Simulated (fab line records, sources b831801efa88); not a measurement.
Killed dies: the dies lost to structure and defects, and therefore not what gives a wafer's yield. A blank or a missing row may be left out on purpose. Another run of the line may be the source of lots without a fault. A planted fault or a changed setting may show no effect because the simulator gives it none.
fab line records	flow sky130
record lots=5	wafers=14	last-day=49
route steps=708 shown LDD_HVP@286 LDD_LDN@289 SPACER@304 POLY_CUT@307 SD_P@320 PAD_OPEN@708
lots untouched by any fault: they come from a run of this same line in which no faults occurred
start-h: the number of hours between the record's first day and the start of the first shown wafer of the lot	wait-h: hours elapsed since this lot's preceding step	" same as the row above	L1.1+2: one row covering several wafers at once	- no value, or no start given	* or withheld: withheld	< > ~ a bound
route shown NAME@n: a module of which the file shows steps, and the number in the route of the first	usual: mean/standard deviation of fault-free wafers	same: alike in all rows	chamber/n: place in a boat	sites: readings site by site	_std_site: standard deviation across them	_edge_site: inner sites' mean taken away from outer sites' mean	radius-mm: for every site, how far away it sits from the centre of the wafer	mask NAME#n: copy n	behind: the last tool/chamber to shape the wafer	hold: what put the lot on hold/how long, in hours/how the hold closed	device: transistor that didn't switch, given as n, p or np	end of line: the route-end tests of the same wafers	where a step has no rows: the recipe by itself	killed: count of dies lost to structure and defects at first sort (not the wafer's yield)	map: dies across one wafer; x = killed, . = not, _ = none there
set.NAME: the setting as run; set.NAME@STEP: as run at that earlier step	model.NAME: the simulator's own value behind a step, which no gauge read
lots at selected steps of the route; one table per step, one row per wafer
services: from which hour (start-h, from the record's first day; less than 0 if before it) a tool's chamber was out of use, for how many hours, and why
## steps
# step SKY_LDD_HVP_IMPLANT_08
# recipe species=B	energy-kev=20	dose-cm2=1.7e+13	tilt-deg=17.9
# step SKY_LDD_HVP_STRIP_09
# recipe chemistry=O2/N2	power-w=1400	pressure-mtorr=1500	platen-temp-c=withheld	o2-flow-sccm=3000	n2-flow-sccm=300	overash-fraction=0.5
# usual drypump-motor-current-A=5.6/0.59	oes-product-au=0.408/0.005	strip-time-to-endpoint-s=4.134/0.013
lot.wafer	tool	chamber	start-h	wait-h	drypump-motor-current-A	oes-product-au	rf-hours-counter-h	strip-time-to-endpoint-s
L221.3	plasma-asher-04	1	556.81	0.1	5.9	0.408	-	4.123
L221.4	"	0	"	"	5.0	0.411	-	4.137
L221.5	"	1	"	"	5.9	0.416	-	4.124
L222.2	plasma-asher-02	0	558.00	0.1	6.7	0.405	44	4.127
L222.3	"	0	"	"	6.7	0.413	-	4.142
L222.5	"	1	"	"	5.7	0.408	-	4.143
L229.2	plasma-asher-04	0	623.00	0.1	5.0	0.413	79	4.148
L229.3	"	1	"	"	5.9	0.411	-	4.150
L234.3	plasma-asher-02	0	653.68	0.1	6.7	0.407	-	4.139
L234.5	"	1	"	"	5.7	0.417	-	4.136
L234.6	"	0	"	"	6.6	0.416	-	4.132
L235.2	plasma-asher-01	1	663.30	0.1	4.9	0.411	26	4.120
L235.4	"	0	"	"	5.8	0.414	-	4.140
L235.5	"	1	"	"	4.9	0.412	-	4.139
# step SKY_LDD_HVP_TW_MEAS_10
# usual LDD_HVP_TW=451/5.5
lot.wafer	tool	chamber	start-h	wait-h	LDD_HVP_TW
L221.3	film-metro-02	-	556.90	0.1	450
L221.4	"	-	"	"	451
L221.5	"	-	"	"	450
L222.2	film-metro-01	-	558.11	0.1	458
L222.3	"	-	"	"	458
L222.5	"	-	"	"	454
L229.2	film-metro-01	-	623.11	0.1	457
L229.3	"	-	"	"	455
L234.3	film-metro-01	-	653.77	0.1	456
L234.5	"	-	"	"	456
L234.6	"	-	"	"	460
L235.2	film-metro-04	-	663.41	0.1	447
L235.4	"	-	"	"	445
L235.5	"	-	"	"	443
# step SKY_LDD_LDN_DEHYDRATE_00
# recipe temp-c=200	time-s=60
# step SKY_LDD_LDN_HMDS_01
# recipe prime-time-s=60	prime-temp-c=120
# step SKY_LDD_LDN_COAT_02
# recipe resist=NOVOLAK	spin-rpm=3000	resist-thk-nm=1140
# step SKY_LDD_LDN_SOFTBAKE_03
# recipe temp-c=90	time-s=60	resist=NOVOLAK
# step SKY_LDD_LDN_EXPOSE_04
# recipe mask-id=LDNTM	na=0.6	source-shape=conventional	sigma-outer=0.6	polarization=unpolarized	target-cd-nm=700	dose-mj=140
# step SKY_LDD_LDN_PEB_05
# recipe temp-c=withheld	time-s=*	resist=NOVOLAK
# step SKY_LDD_LDN_DEVELOP_06
# recipe resist=NOVOLAK	developer=TMAH	develop-time-s=60	dev-temp-c=23
# step SKY_LDD_LDN_OVL_MEAS_07
# usual LDD_LDN_OVL=-0.1/1.3
lot.wafer	tool	chamber	start-h	wait-h	LDD_LDN_OVL[nm]
L221.3	overlay-02	-	586.52	0.1	-1.8
L221.4	"	-	"	"	-0.8
L221.5	"	-	"	"	-1.0
L222.2	overlay-01	-	587.71	0.1	-0.5
L222.3	"	-	"	"	-0.5
L222.5	"	-	"	"	-1.9
L229.2	overlay-02	-	651.57	0.1	-0.3
L229.3	"	-	"	"	-0.5
L234.3	overlay-01	-	681.52	0.1	0.9
L234.5	"	-	"	"	0.3
L234.6	"	-	"	"	1.0
L235.2	overlay-02	-	691.37	0.1	1.3
L235.4	"	-	"	"	0.9
L235.5	"	-	"	"	1.7
# step SKY_LDD_LDN_IMPLANT_08
# recipe species=As	energy-kev=15	dose-cm2=1.25e+13	tilt-deg=withheld	rotation-deg=23
# step SKY_LDD_LDN_IMPLANT_09
# recipe species=As	energy-kev=15	dose-cm2=1.25e+13	tilt-deg=withheld	rotation-deg=113
# usual beam-energy-keV=15.000/0.0048
lot.wafer	tool	chamber	start-h	wait-h	beam-energy-keV
L221.3	implanter-01	0	586.75	0.1	15.004
L221.4	"	0	"	"	14.999
L221.5	"	0	"	"	15.003
L222.2	implanter-03	0	587.92	0.1	14.999
L222.3	"	0	"	"	14.994
L222.5	"	0	"	"	15.001
L229.2	implanter-01	0	651.78	0.1	15.006
L229.3	"	0	"	"	15.009
L234.3	implanter-04	0	681.75	0.1	14.999
L234.5	"	0	"	"	15.001
L234.6	"	0	"	"	15.002
L235.2	implanter-04	0	691.57	0.1	15.001
L235.4	"	0	"	"	15.002
L235.5	"	0	"	"	14.999
# step SKY_LDD_LDN_IMPLANT_10
# recipe species=As	energy-kev=15	dose-cm2=1.25e+13	tilt-deg=withheld	rotation-deg=203
# step SKY_LDD_LDN_IMPLANT_11
# recipe species=As	energy-kev=15	dose-cm2=1.25e+13	tilt-deg=withheld	rotation-deg=293
# step SKY_LDD_LDN_STRIP_12
# recipe chemistry=O2/N2	power-w=1400	pressure-mtorr=1500	platen-temp-c=withheld	o2-flow-sccm=3000	n2-flow-sccm=300	overash-fraction=0.5
# usual drypump-motor-current-A=5.7/0.57	oes-product-au=0.715/0.0049	strip-time-to-endpoint-s=14.17/0.034
lot.wafer	tool	chamber	start-h	wait-h	drypump-motor-current-A	oes-product-au	rf-hours-counter-h	strip-time-to-endpoint-s
L221.3	plasma-asher-01	1	587.18	0.1	4.9	0.716	-	14.14
L221.4	"	0	"	"	5.8	0.703	-	14.16
L221.5	"	0	"	"	5.8	0.711	-	14.16
L222.2	plasma-asher-01	0	588.34	0.1	5.8	0.713	17	14.16
L222.3	"	1	"	"	4.9	0.722	-	14.19
L222.5	"	1	"	"	4.9	0.723	-	14.20
L229.2	plasma-asher-02	1	652.20	0.1	5.7	0.715	53	14.23
L229.3	"	0	"	"	6.6	0.718	-	14.18
L234.3	plasma-asher-01	1	682.18	0.1	4.9	0.725	-	14.13
L234.5	"	1	"	"	4.9	0.724	-	14.17
L234.6	"	0	"	"	5.8	0.710	-	14.19
L235.2	plasma-asher-03	0	692.00	0.1	6.2	0.724	95	14.13
L235.4	"	0	"	"	6.2	0.715	-	14.12
L235.5	"	1	"	"	5.6	0.711	-	14.15
# step SKY_LDD_LDN_TW_MEAS_13
# usual LDD_LDN_TW=1453/11
lot.wafer	tool	chamber	start-h	wait-h	LDD_LDN_TW
L221.3	film-metro-02	-	587.27	0.1	1469
L221.4	"	-	"	"	1464
L221.5	"	-	"	"	1469
L222.2	film-metro-03	-	588.45	0.1	1455
L222.3	"	-	"	"	1466
L222.5	"	-	"	"	1458
L229.2	film-metro-04	-	652.31	0.1	1438
L229.3	"	-	"	"	1429
L234.3	film-metro-04	-	682.27	0.1	1447
L234.5	"	-	"	"	1441
L234.6	"	-	"	"	1444
L235.2	film-metro-03	-	692.11	0.1	1461
L235.4	"	-	"	"	1463
L235.5	"	-	"	"	1470
# step SKY_LDD_LDN_CLEAN_14
# recipe chemistry=SC1/SC2	mix=1:4:20	temp-c=70	time-s=150	dry=n2-spin
# step SKY_SPACER_CVD_00
# recipe material=Si3N4	precursor=DCS/NH3	target-thk-nm=43.1	temp-c=770	time-s=740	pressure-mtorr=250
# step SKY_SPACER_THK_MEAS_01
# recipe reads=Si3N4_of_SPACER_CVD_00
# usual SPACER_CVD_00_THK=43.2/0.42
lot.wafer	tool	chamber	start-h	wait-h	SPACER_CVD_00_THK[nm]
L221.3	film-metro-01	-	588.59	0.0	43.2
L221.4	"	-	"	"	43.2
L221.5	"	-	"	"	43.0
L222.2	film-metro-03	-	589.78	0.0	43.0
L222.3	"	-	"	"	43.2
L222.5	"	-	"	"	43.1
L229.2	film-metro-04	-	653.63	0.0	43.9
L229.3	"	-	"	"	44.1
L234.3	film-metro-04	-	683.59	0.0	42.8
L234.5	"	-	"	"	42.6
L234.6	"	-	"	"	43.2
L235.2	film-metro-03	-	693.43	0.0	43.8
L235.4	"	-	"	"	43.4
L235.5	"	-	"	"	43.8
# step SKY_SPACER_ETCHBACK_02
# recipe chemistry=CH3F/O2	target=Si3N4	stop-on=SiO2	source-w=400	bias-w=80	pressure-mtorr=25	ch3f-flow-sccm=40	O2_flow_sccm=30	time-s=46.7	target-depth-a=450
# usual drypump-motor-current-A=5.7/0.42	oes-product-au=0.856/0.0063	throttle-valve-pct=10.563/0.0088
lot.wafer	tool	chamber	start-h	wait-h	drypump-motor-current-A	oes-product-au	rf-hours-counter-h	throttle-valve-pct
L221.3	rie-diel-03	3	588.63	0.0	5.8	0.847	1	10.570
L221.4	"	1	"	"	5.5	0.848	3	10.557
L221.5	"	2	"	"	5.7	0.849	-	10.578
L222.2	rie-diel-01	1	589.83	0.0	6.2	0.852	17	10.566
L222.3	"	2	"	"	5.9	0.861	4	10.574
L222.5	"	2	"	"	6.0	0.854	-	10.566
L229.2	rie-diel-02	3	653.68	0.0	5.3	0.862	2	10.562
L229.3	"	1	"	"	6.5	0.872	7	10.555
L234.3	rie-diel-03	2	683.63	0.0	5.7	0.854	1	10.568
L234.5	"	1	"	"	5.5	0.854	-	10.558
L234.6	"	0	"	"	6.0	0.849	-	10.569
L235.2	rie-diel-03	1	693.48	0.0	5.5	0.860	6	10.555
L235.4	"	0	"	"	6.0	0.860	28	10.568
L235.5	"	1	"	"	5.5	0.865	-	10.551
# step SKY_POLY_CUT_DEHYDRATE_00
# recipe temp-c=200	time-s=60
# step SKY_POLY_CUT_HMDS_01
# recipe prime-time-s=60	prime-temp-c=120
# step SKY_POLY_CUT_COAT_02
# recipe resist=BARC	temp-c=withheld	time-s=withheld	spin-rpm=3000	resist-thk-nm=60
# step SKY_POLY_CUT_COAT_03
# recipe resist=KrF-thick	spin-rpm=3000	resist-thk-nm=450
# step SKY_POLY_CUT_SOFTBAKE_04
# recipe temp-c=100	time-s=90	resist=KrF-thick
# step SKY_POLY_CUT_EXPOSE_05
# recipe mask-id=NPCM	na=0.8	source-shape=annular	sigma-inner=0.55	sigma-outer=0.85	target-cd-nm=270	dose-mj=32
# step SKY_POLY_CUT_PEB_06
# recipe peb-temp-c=withheld	peb-time-s=withheld	resist=KrF-thick
# step SKY_POLY_CUT_DEVELOP_07
# recipe develop-time-s=60	resist=KrF-thick	dev-temp-c=21
# step SKY_POLY_CUT_CD_MEAS_08
# recipe target-cd-nm=270
# usual cd-nm=270.1/1.4
lot.wafer	tool	chamber	start-h	wait-h	cd-nm
L221.3	cd-sem-02	-	617.56	-	270.3
L221.4	"	-	"	"	272.1
L221.5	"	-	"	"	271.7
L222.2	cd-sem-02	-	618.99	-	267.4
L222.3	"	-	"	"	268.7
L222.5	"	-	"	"	268.3
L229.2	cd-sem-02	-	681.76	-	269.9
L229.3	"	-	"	"	269.8
L234.3	cd-sem-02	-	711.68	-	270.4
L234.5	"	-	"	"	268.9
L234.6	"	-	"	"	269.3
L235.2	cd-sem-02	-	720.39	-	269.1
L235.4	"	-	"	"	270.2
L235.5	"	-	"	"	270.6
# step SKY_POLY_CUT_OVL_MEAS_09
# usual POLY_CUT_OVL=2/4.6
lot.wafer	tool	chamber	start-h	wait-h	POLY_CUT_OVL[nm]
L221.3	overlay-02	-	617.65	0.1	-10
L221.4	"	-	"	"	-6
L221.5	"	-	"	"	-6
L222.2	overlay-02	-	619.09	0.1	4
L222.3	"	-	"	"	-1
L222.5	"	-	"	"	0
L229.2	overlay-01	-	681.87	0.1	5
L229.3	"	-	"	"	4
L234.3	overlay-02	-	711.77	0.1	-3
L234.5	"	-	"	"	1
L234.6	"	-	"	"	2
L235.2	overlay-02	-	720.49	0.1	0
L235.4	"	-	"	"	7
L235.5	"	-	"	"	0
# step SKY_POLY_CUT_ETCH_10
# recipe chemistry=N2/H2	target=BARC	ion-energy-ev=200	source-w=500	bias-w=100	pressure-mtorr=30	n2-flow-sccm=100	h2-flow-sccm=200	stop-on=SiO2	time-s=45.9	target-depth-a=600
# usual drypump-motor-current-A=5.70/0.3	oes-product-au=0.854/0.0046	throttle-valve-pct=13.226/0.0091
lot.wafer	tool	chamber	start-h	wait-h	drypump-motor-current-A	oes-product-au	rf-hours-counter-h	throttle-valve-pct
L221.3	rie-diel-04	0	617.67	0.0	5.84	0.842	17	13.225
L221.4	"	3	"	"	5.55	0.848	55	13.203
L221.5	"	1	"	"	6.04	0.849	-	13.217
L222.2	rie-diel-02	1	619.12	0.0	6.47	0.847	7	13.234
L222.3	"	2	"	"	5.16	0.857	11	13.251
L222.5	"	0	"	"	5.37	0.857	-	13.227
L229.2	rie-diel-02	2	681.90	0.0	5.16	0.856	12	13.233
L229.3	"	1	"	"	6.47	0.857	8	13.233
L234.3	rie-diel-04	1	711.80	0.0	6.06	0.849	9	13.238
L234.5	"	0	"	"	5.83	0.852	-	13.235
L234.6	"	2	"	"	5.59	0.854	-	13.228
L235.2	rie-diel-04	0	720.52	0.0	5.85	0.856	20	13.229
L235.4	"	2	"	"	5.64	0.852	-	13.235
L235.5	"	0	"	"	5.81	0.855	-	13.229
# step SKY_POLY_CUT_ETCH_11
# recipe target=Si3N4	chemistry=CF4/CH2F2/Ar	stop-on=poly-Si	source-w=600	bias-w=150	pressure-mtorr=40	cf4-flow-sccm=40	ch2f2-flow-sccm=20	Ar_flow_sccm=150	time-s=42.5	target-depth-a=600
# step SKY_POLY_CUT_STRIP_12
# recipe chemistry=O2/N2	power-w=1400	pressure-mtorr=1500	platen-temp-c=withheld	o2-flow-sccm=3000	n2-flow-sccm=300	overash-fraction=0.5
# usual drypump-motor-current-A=5.8/0.54	oes-product-au=0.453/0.0046	strip-time-to-endpoint-s=5.353/0.013
lot.wafer	tool	chamber	start-h	wait-h	drypump-motor-current-A	oes-product-au	rf-hours-counter-h	strip-time-to-endpoint-s
L221.3	plasma-asher-03	0	617.79	0.1	6.2	0.451	-	5.356
L221.4	"	1	"	"	5.6	0.454	-	5.359
L221.5	"	0	"	"	6.2	0.441	-	5.355
L222.2	plasma-asher-04	0	619.21	0.0	5.0	0.451	79	5.329
L222.3	"	1	"	"	5.9	0.451	-	5.338
L222.5	"	0	"	"	5.0	0.453	-	5.348
L229.2	plasma-asher-04	0	681.98	0.0	5.0	0.458	86	5.329
L229.3	"	0	"	"	5.0	0.454	-	5.354
L234.3	plasma-asher-02	0	711.91	0.1	6.7	0.455	-	5.364
L234.5	"	1	"	"	5.7	0.452	-	5.367
L234.6	"	0	"	"	6.7	0.455	-	5.365
L235.2	plasma-asher-04	0	720.61	0.0	5.0	0.446	90	5.363
L235.4	"	0	"	"	5.0	0.455	-	5.370
L235.5	"	0	"	"	5.0	0.456	-	5.370
# step SKY_SD_P_DEHYDRATE_00
# recipe temp-c=200	time-s=60
# step SKY_SD_P_HMDS_01
# recipe prime-time-s=60	prime-temp-c=120
# step SKY_SD_P_COAT_02
# recipe resist=NOVOLAK	spin-rpm=3000	resist-thk-nm=1140
# step SKY_SD_P_SOFTBAKE_03
# recipe temp-c=90	time-s=60	resist=NOVOLAK
# step SKY_SD_P_EXPOSE_04
# recipe mask-id=PSDM	na=0.6	source-shape=conventional	sigma-outer=0.6	polarization=unpolarized	target-cd-nm=380	dose-mj=138
# step SKY_SD_P_PEB_05
# recipe temp-c=withheld	time-s=*	resist=NOVOLAK
# step SKY_SD_P_DEVELOP_06
# recipe resist=NOVOLAK	developer=TMAH	develop-time-s=60	dev-temp-c=23
# step SKY_SD_P_CD_MEAS_07
# recipe target-cd-nm=380
# usual cd-nm=379.6/2.8
lot.wafer	tool	chamber	start-h	wait-h	cd-nm
L221.3	cd-sem-01	-	646.15	0.1	375.3
L221.4	"	-	"	"	380.0
L221.5	"	-	"	"	377.4
L222.2	cd-sem-02	-	646.96	0.1	381.2
L222.3	"	-	"	"	380.7
L222.5	"	-	"	"	380.2
L229.2	cd-sem-02	-	709.28	0.1	378.4
L229.3	"	-	"	"	376.4
L234.3	cd-sem-01	-	739.68	0.1	380.9
L234.5	"	-	"	"	379.4
L234.6	"	-	"	"	380.1
L235.2	cd-sem-01	-	748.09	0.1	384.6
L235.4	"	-	"	"	383.2
L235.5	"	-	"	"	382.5
# step SKY_PAD_OPEN_PROBE_99
# usual killed_at_M0_to_M3=44/6.5	killed_at_M4_up=3.3/1.9	killed-at-contacts=24/5.3	killed-at-front-end=15/4.5	killed-at-other=0.3/0.58	killed-dies=87/9.3	killed-open=48/6.6	killed-short=39/6.1
# same gross-dies=492	killed-at-back-side=0
lot.wafer	tool	chamber	start-h	wait-h	hold	killed_at_M0_to_M3	killed_at_M4_up	killed-at-contacts	killed-at-front-end	killed-at-other	killed-dies	killed-open	killed-short
L221.3	prober-02	-	1114.58	0.2	-	43	4	26	10	0	83	40	43
L221.4	prober-02	-	1114.63	0.2	-	49	0	17	16	2	84	41	43
L221.5	prober-02	-	1114.68	0.2	-	52	1	16	17	2	88	49	39
L222.2	prober-01	-	1115.84	0.1	-	46	0	25	15	1	87	52	35
L222.3	prober-01	-	1115.89	0.2	-	32	5	30	15	1	83	42	41
L222.5	prober-01	-	1115.99	0.2	-	53	3	31	17	0	104	59	45
L229.2	prober-01	-	1159.66	0.1	await-dispo/2.5h/release	58	1	21	10	0	90	51	39
L229.3	prober-01	-	1159.71	0.2	await-dispo/2.5h/release	45	5	23	19	0	92	55	37
L234.3	prober-02	-	1177.85	0.2	-	41	4	36	11	0	92	44	48
L234.5	prober-02	-	1177.95	0.2	-	36	3	24	21	3	87	49	38
L234.6	prober-02	-	1178.00	0.2	-	47	5	27	9	1	89	48	41
L235.2	prober-01	-	1184.02	0.1	-	39	2	36	17	0	94	63	31
L235.4	prober-01	-	1184.12	0.2	-	39	4	33	13	2	91	48	43
L235.5	prober-01	-	1184.17	0.2	-	40	2	22	13	0	77	51	26
# killed by level:class
L221.3 CONTACT:geometric-particle:open=10 VIA1:geometric-particle:open=7 VIA2:geometric-particle:open=7 METAL1:geometric-particle:short=6 VIA1:geometric-particle:short=6 LI_CONTACT:geometric-particle:short=4 LI_CONTACT:geometric-particle:open=4 LOCAL_INTERCONNECT:geometric-particle:short=4
L221.4 VIA1:geometric-particle:open=11 VIA1:geometric-particle:short=10 METAL1:geometric-particle:short=7 VIA2:geometric-particle:open=7 FIELD_ISO:geometric-particle:short=6 LOCAL_INTERCONNECT:geometric-particle:short=6 CONTACT:geometric-particle:open=6 POLY_GATE:geometric-particle:open=4
L221.5 VIA1:geometric-particle:open=14 VIA2:geometric-particle:open=10 VIA1:geometric-particle:short=6 VIA3:geometric-particle:short=6 LI_CONTACT:geometric-particle:open=5 VIA3:geometric-particle:open=5 FIELD_ISO:geometric-particle:short=4 POLY_GATE:geometric-particle:short=3
L222.2 VIA1:geometric-particle:open=12 CONTACT:geometric-particle:open=10 LI_CONTACT:geometric-particle:open=8 VIA2:geometric-particle:open=8 METAL2:geometric-particle:short=6 VIA2:geometric-particle:short=6 FIELD_ISO:geometric-particle:short=4 VIA1:geometric-particle:short=4
L222.3 VIA2:geometric-particle:open=9 CONTACT:geometric-particle:open=8 CONTACT:geometric-particle:short=8 LI_CONTACT:geometric-particle:open=7 FIELD_ISO:geometric-particle:open=5 METAL1:geometric-particle:short=5 VIA1:geometric-particle:short=5 LOCAL_INTERCONNECT:geometric-particle:short=4
L222.5 VIA1:geometric-particle:open=13 CONTACT:geometric-particle:open=11 LI_CONTACT:geometric-particle:open=9 VIA3:geometric-particle:open=8 VIA1:geometric-particle:short=6 FIELD_ISO:geometric-particle:short=5 FIELD_ISO:geometric-particle:open=5 POLY_GATE:geometric-particle:short=5
L229.2 VIA1:geometric-particle:open=14 CONTACT:geometric-particle:open=11 VIA2:geometric-particle:open=10 VIA3:geometric-particle:open=9 METAL2:geometric-particle:short=7 METAL1:geometric-particle:short=6 VIA2:geometric-particle:short=5 VIA3:geometric-particle:short=4
L229.3 CONTACT:geometric-particle:open=12 VIA1:geometric-particle:open=9 VIA2:geometric-particle:open=9 POLY_GATE:geometric-particle:open=7 VIA2:geometric-particle:short=7 LI_CONTACT:geometric-particle:open=6 FIELD_ISO:geometric-particle:open=5 VIA3:geometric-particle:open=5
L234.3 LOCAL_INTERCONNECT:geometric-particle:short=13 VIA3:geometric-particle:open=8 LI_CONTACT:geometric-particle:open=7 CONTACT:geometric-particle:open=7 CONTACT:geometric-particle:short=6 VIA2:geometric-particle:open=5 VIA1:geometric-particle:open=5 VIA1:geometric-particle:short=5
L234.5 POLY_GATE:geometric-particle:short=9 LI_CONTACT:geometric-particle:open=9 VIA1:geometric-particle:open=8 CONTACT:geometric-particle:open=8 VIA1:geometric-particle:short=6 VIA2:geometric-particle:open=6 FIELD_ISO:geometric-particle:open=5 METAL2:geometric-particle:short=5
L234.6 VIA1:geometric-particle:open=12 CONTACT:geometric-particle:open=11 VIA3:geometric-particle:open=7 METAL1:geometric-particle:short=6 VIA1:geometric-particle:short=6 METAL2:geometric-particle:short=5 METAL4:geometric-particle:short=5 LI_CONTACT:geometric-particle:short=4
L235.2 CONTACT:geometric-particle:open=20 VIA1:geometric-particle:open=11 FIELD_ISO:geometric-particle:open=7 VIA3:geometric-particle:open=6 LI_CONTACT:geometric-particle:open=6 VIA2:geometric-particle:open=6 CONTACT:geometric-particle:short=5 POLY_GATE:geometric-particle:open=4
L235.4 CONTACT:geometric-particle:open=18 VIA1:geometric-particle:open=8 VIA2:geometric-particle:open=8 LI_CONTACT:geometric-particle:open=5 VIA3:geometric-particle:open=5 FIELD_ISO:geometric-particle:short=4 LOCAL_INTERCONNECT:geometric-particle:short=4 CONTACT:geometric-particle:short=4
L235.5 VIA1:geometric-particle:open=10 CONTACT:geometric-particle:open=9 FIELD_ISO:geometric-particle:open=7 LI_CONTACT:geometric-particle:open=6 VIA1:geometric-particle:short=6 VIA3:geometric-particle:open=6 METAL1:geometric-particle:open=5 VIA2:geometric-particle:open=5
# map L229.3 (x killed, . not)
__________....xx...._________
________x.....x.....x._______
______.x..x...x..x..x..._____
_____..x......x...xx....x____
____......xxx..x........x.___
___.........x.x............__
__.........x........x......._
_x...x...xxxx......x.x.....x.
_...xx....x.xx...............
_x...x............xx....x....
_..............x...x.........
_xx..........x...xxx.x....x..
_..............x......x....x.
_x.....x.....x...........x...
_...x..x..x.xx....x...x.xxx..
__.xx.x..x........xx........_
___........x...x.x......x..__
____x.x.........x....x....___
_____...xx.x..x.........x____
______...............x.._____
________x............._______
__________...x......_________
# map L221.5 (x killed, . not)
__________......x..._________
________........x.xx.._______
______......x..........._____
_____...x...x....x.......____
____..x...x......xxx...x..___
___.x.................x....__
__...x......x....x.x.....xx._
_...x...x.x....x..x.x.x.x..xx
_x....x.x.....x.........x..x.
_.x.x.xx..x........x....x....
_.......x.........x...x.x..xx
_....x.....x.......x.x.x.....
_.x...xx...........x..x......
_xxx........xx..........x....
_.......x..........x.........
__...x...............x......_
___....xx.....x..x.x.x..xx.__
____...............x......___
_____xx..xx..............____
______....xx.....x......_____
________.............._______
__________......x..._________
## services
tool	chamber	start-h	hours	kind
plasma-asher-04	-	543.18	0.8	repair
rie-diel-01	3	546.72	15.1	repair
plasma-asher-03	-	547.99	54.4	pm
implanter-01	-	551.37	2.2	repair
implanter-04	-	555.36	6.8	pm
rie-diel-01	2	568.86	2.9	repair
rie-diel-02	2	576.73	7.0	repair
implanter-03	-	582.61	4.1	pm
rie-diel-01	0	589.50	2.1	repair
rie-diel-02	-	596.53	15.6	pm
plasma-asher-04	-	599.26	4.6	repair
implanter-01	-	599.57	2.0	repair
plasma-asher-02	-	605.16	0.5	repair
plasma-asher-04	-	613.08	0.8	repair
rie-diel-01	-	615.24	14.6	pm
plasma-asher-02	-	621.26	28.1	pm
implanter-04	-	632.07	3.4	repair
implanter-04	-	635.49	20.1	pm
rie-diel-01	0	651.01	2.9	repair
rie-diel-02	0	670.39	4.3	repair
plasma-asher-03	-	679.06	3.1	repair
plasma-asher-02	-	692.86	2.8	pm
rie-diel-04	3	694.70	8.5	repair
rie-diel-04	0	702.39	3.8	repair
## key
first-sign step=SKY_PAD_OPEN_PROBE_99	reading=hold	direction=added
effect none on later readings
met-at SKY_LDD_LDN_IMPLANT_09
struck-wafers L229.3
tester-left-out L229
onset-between 586.75 651.78
fault kind=process-parameter-drift	tool=implanter-01	chamber=-	onset-h=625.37	steps=SKY_LDD_LDN_IMPLANT_09	channel=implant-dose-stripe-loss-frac	offset=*	shape=step	end-h=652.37	scope=struck-wafers-only
# tester-left-out: of these lots the tester's yield and bins aren't shown, on N5 and GAA mostly nor the transistor test; their killed dies are dies lost to structure and defects alone, not to doping, threshold or leakage, so they don't give the yield
